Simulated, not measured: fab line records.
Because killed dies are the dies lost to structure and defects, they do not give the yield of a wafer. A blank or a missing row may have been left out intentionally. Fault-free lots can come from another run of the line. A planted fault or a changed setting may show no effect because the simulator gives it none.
Which of the tools did it?	flow gf180mcu	Sampling: 13 lots, 39 wafers, 6 of 602 route steps

WHAT THE GAUGES SHOWED, per wafer
GF_HV_LDD_CD_MEAS_31: target cd 400 nm.
lot	measured	on	cd-nm (nm)
L103	day 11 23:38	cd-sem-01	401.1 404.0 401.4
L104	day 12 08:48	cd-sem-02	402.4 401.6 401.2
L105	day 12 13:44	cd-sem-02	396.2 401.3 398.6
L107	day 13 02:45	cd-sem-02	400.5 403.2 400.8
L108	day 13 10:44	cd-sem-01	401.9 405.0 402.1
L109	day 13 15:53	cd-sem-02	400.0 396.9 400.8
L114	day 15 16:43	cd-sem-02	403.4 405.7 401.8
L117	day 16 11:11	cd-sem-02	403.3 400.2 400.7
L118	day 16 17:16	cd-sem-01	399.9 399.1 403.4
L121	day 17 20:34	cd-sem-01	398.1 399.2 398.0
L122	day 18 02:26	cd-sem-01	403.7 401.9 405.0
L123	day 18 14:38	cd-sem-02	395.0 397.9 395.6
L124	day 18 16:12	cd-sem-02	402.0 401.3 399.3

GF_NSD_OVL_MEAS_08.
lot	measured	on	NSD_OVL (nm)
L103	day 13 19:10	overlay-01	1.1 0.3 0.4
L104	day 14 04:55	overlay-02	-0.8 0.2 0.5
L105	day 14 09:47	overlay-01	-1.7 -0.7 -1.5
L107	day 15 00:12	overlay-02	-0.5 -1.9 0.1
L108	day 15 08:31	overlay-02	0.2 -0.3 1.2
L109	day 15 13:34	overlay-02	-1.6 -0.8 -1.4
L114	day 17 16:46	overlay-02	-0.5 -1.4 -0.4
L117	day 18 12:49	overlay-01	-0.7 -0.5 -0.3
L118	day 18 19:48	overlay-01	-0.8 -1.8 0.0
L121	day 20 00:53	overlay-02	-1.4 -0.7 -1.5
L122	day 20 07:38	overlay-01	-1.9 -3.0 -0.9
L123	day 20 18:26	overlay-01	-0.6 -0.2 0.0
L124	day 20 19:52	overlay-01	-0.3 0.3 -0.8

GF_PSD_CD_MEAS_07: target cd 400 nm.
lot	measured	on	cd-nm (nm)
L103	day 14 16:53	cd-sem-02	400.1 398.3 398.6
L104	day 15 01:41	cd-sem-02	400.9 401.4 401.6
L105	day 15 06:53	cd-sem-01	400.0 399.9 399.0
L107	day 15 21:50	cd-sem-01	402.2 401.3 402.3
L108	day 16 06:44	cd-sem-01	404.7 404.0 404.3
L109	day 16 11:47	cd-sem-01	401.3 401.9 402.6
L114	day 18 15:55	cd-sem-01	398.1 398.7 399.2
L117	day 19 13:11	cd-sem-01	402.0 401.0 400.9
L118	day 19 20:31	cd-sem-01	399.0 397.0 400.2
L121	day 21 01:14	cd-sem-01	400.3 402.4 402.3
L122	day 21 08:43	cd-sem-02	400.1 401.4 401.8
L123	day 21 18:14	cd-sem-02	404.1 405.8 406.4
L124	day 21 20:22	cd-sem-01	399.8 398.5 399.8

GF_PSD_RS_MEAS_14: measures by four-point-probe.
lot	measured	on	NSD_RS (ohm/sq)
L103	day 14 17:29	film-metro-03	45.88 45.92 45.84
L104	day 15 02:17	film-metro-03	45.82 45.88 45.78
L105	day 15 07:29	film-metro-03	45.81 45.81 45.82
L107	day 15 22:26	film-metro-03	45.79 45.78 45.82
L108	day 16 07:20	film-metro-02	45.91 45.92 45.93
L109	day 16 12:23	film-metro-01	45.81 45.93 45.91
L114	day 18 16:31	film-metro-03	46.03 45.96 45.90
L117	day 19 13:47	film-metro-03	42.58 42.47 42.58
L118	day 19 21:10	film-metro-01	42.68 42.68 42.69
L121	day 21 01:50	film-metro-02	45.89 45.97 45.96
L122	day 21 09:19	film-metro-01	45.86 45.87 46.00
L123	day 21 18:50	film-metro-01	45.92 45.99 46.00
L124	day 21 20:58	film-metro-02	45.93 46.02 45.96

GF_PSD_RS_MEAS_15: measures by four-point-probe.
lot	measured	on	PSD_RS (ohm/sq)
L103	day 14 17:36	film-metro-03	108.42 108.60 109.09
L104	day 15 02:25	film-metro-03	108.47 108.39 108.28
L105	day 15 07:37	film-metro-03	108.51 108.66 108.64
L107	day 15 22:33	film-metro-03	108.33 108.43 108.72
L108	day 16 07:28	film-metro-02	108.72 108.62 108.81
L109	day 16 12:30	film-metro-01	108.44 108.65 108.63
L114	day 18 16:38	film-metro-03	108.73 108.58 108.87
L117	day 19 13:55	film-metro-03	98.99 99.24 99.15
L118	day 19 21:17	film-metro-01	99.70 99.58 99.21
L121	day 21 01:57	film-metro-02	108.71 108.58 108.53
L122	day 21 09:26	film-metro-01	108.63 108.83 108.67
L123	day 21 18:57	film-metro-01	108.53 108.84 108.39
L124	day 21 21:05	film-metro-02	108.46 108.37 108.39

WHAT TOOL EACH LOT RAN ON (gives the tool, then ch and the chambers of the sampled wafers, and finally the start)
lot	GF_PSD_RTA_13
L103	rtp-anneal-01 ch 0, day 14 17:23
L104	rtp-anneal-01 ch 0, day 15 02:13
L105	rtp-anneal-02 ch 0, day 15 07:25
L107	rtp-anneal-01 ch 0, day 15 22:20
L108	rtp-anneal-02 ch 0, day 16 07:16
L109	rtp-anneal-02 ch 0, day 16 12:18
L114	rtp-anneal-01 ch 0, day 18 16:25
L117	rtp-anneal-02 ch 0, day 19 13:43
L118	rtp-anneal-02 ch 0, day 19 21:04
L121	rtp-anneal-01 ch 0, day 21 01:44
L122	rtp-anneal-01 ch 0, day 21 09:13
L123	rtp-anneal-01 ch 0, day 21 18:44
L124	rtp-anneal-01 ch 0, day 21 20:52
- GF_PSD_RTA_13: time 20 s.

AS READ BY THE TOOLS THEMSELVES (means over the sampled wafers that have a number; for cases with no such wafer, the mark the record gives instead)
GF_PSD_RTA_13.
lot	tool	lamp-power-pct (%)	wafer_temp_C_max
L103	rtp-anneal-01	34.64	1028.1
L104	rtp-anneal-01	34.60	1027.7
L105	rtp-anneal-02	34.22	1028.4
L107	rtp-anneal-01	34.61	1027.5
L108	rtp-anneal-02	34.20	1029.2
L109	rtp-anneal-02	34.22	1029.4
L114	rtp-anneal-01	34.58	1028.5
L117	rtp-anneal-02	36.23	1050.8
L118	rtp-anneal-02	36.24	1050.4
L121	rtp-anneal-01	34.65	1028.6
L122	rtp-anneal-01	34.63	1027.9
L123	rtp-anneal-01	34.66	1027.6
L124	rtp-anneal-01	34.66	1027.8

THE ANSWER, worked out from the rows above alone
Rule: usual is defined by the lots themselves. Put in order of their means at a reading, lots are off if they are a third of the lots or fewer, leave a main group of 4 or more, and stand apart from it by a gap of 3 or more times the standard deviation of the main group's means; of several such gaps the widest counts. If all means in a main group match to the digits the tables above print for the reading, that group is not used. Also off: a lot with no number at a reading for which 4 or more lots have one. Where the step has rows for the other lots, those lots are counted as sound. After the gauges, taken in route order, come the tools' own readings; for these a lot's mean is taken, as printed above. The first step at which some lot is off is used, and at that step the reading that is off furthest; a lot without a number counts as furthest.
Off: L117, L118, seen at GF_PSD_RS_MEAS_14 (NSD_RS). The main group: mean 45.90 ohm/sq, standard deviation 0.06.
A tool fits if, at a process step before that reading, it ran every lot that is off, and no sound lot after the first of them. The gauges at GF_PSD_RS_MEAS_14 aren't tried: what is off there is off at GF_PSD_RTA_13 too, on other tools, and a gauge's error can't cause that. One fits: rtp-anneal-02 at GF_PSD_RTA_13. A fault onset in the window from L109 (day 16 12:18, its last sound lot) to L117 (day 19 13:43, its first lot off) fits.
The tool's own readings at GF_PSD_RTA_13 bear it out: on the lots that are off they differ by more than 5 times the standard deviation of the sound lots' means. lamp-power-pct reads 36.23 % there against 34.52 % on the sound lots; wafer_temp_C_max reads 1050.6 there against 1028.2 on the sound lots.

WHAT WAS PUT IN BY THE SIMULATOR
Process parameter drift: rtp-anneal-02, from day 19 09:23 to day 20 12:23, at GF_PSD_RTA_13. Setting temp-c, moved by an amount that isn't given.
Struck lots among those shown: L117, L118. This agrees with what the rule above found.
